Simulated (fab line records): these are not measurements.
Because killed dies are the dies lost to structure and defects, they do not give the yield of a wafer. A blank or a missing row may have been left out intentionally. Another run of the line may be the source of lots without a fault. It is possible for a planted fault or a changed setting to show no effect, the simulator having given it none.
Matching of chambers    flow sky130    SKY_VIA3_CMP_02 on cmp-02: 4 sister chambers
The step polishes SiO2. 8 wafers are shown with their chamber, then 7 later ones without.

WAFERS, EACH WITH ITS CHAMBER
wafer   chamber  motor_current_A (A)
L475.1  2        13.1
L473.1  1        11.5
L473.4  2        13.4
L486.1  3        12.0
L486.2  1        11.2
L486.4  0        11.7
L488.1  3        12.3
L488.5  0        11.9

WAFERS MISSING THEIR CHAMBER
wafer   motor_current_A (A)
L488.6  11.8
L491.1  11.9
L491.3  12.9
L491.4  11.9
L490.1  11.8
L490.2  12.1
L490.4  13.0

CHAMBER TAKEN BY EACH
wafer   from the rows above      in truth
L488.6  can't be placed: 0 or 3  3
L491.1  can't be placed: 0 or 3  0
L491.3  2                        2
L491.4  can't be placed: 0 or 3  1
L490.1  can't be placed: 0 or 3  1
L490.2  can't be placed: 3 or 0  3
L490.4  2                        2
Placed correctly: 2 of 7. These rows do not allow placing 5 (true chamber among the candidates in 3). Placed wrongly: 0.
How it was worked out, from the rows above alone: a wafer's distance from a chamber is the root of the sum, over the readings, of the square of ((its reading less the chamber's mean) divided by the reading's scatter). If the next closest chamber is less than 2 further off than the closest, the wafer can't be placed; otherwise it belongs to the closest. The mean given for a chamber averages the wafers shown for that chamber. How the scatter is found: for the shown wafers, subtract from each reading the mean of its chamber, square and add these, divide the total by (wafers less chambers), then take the root.
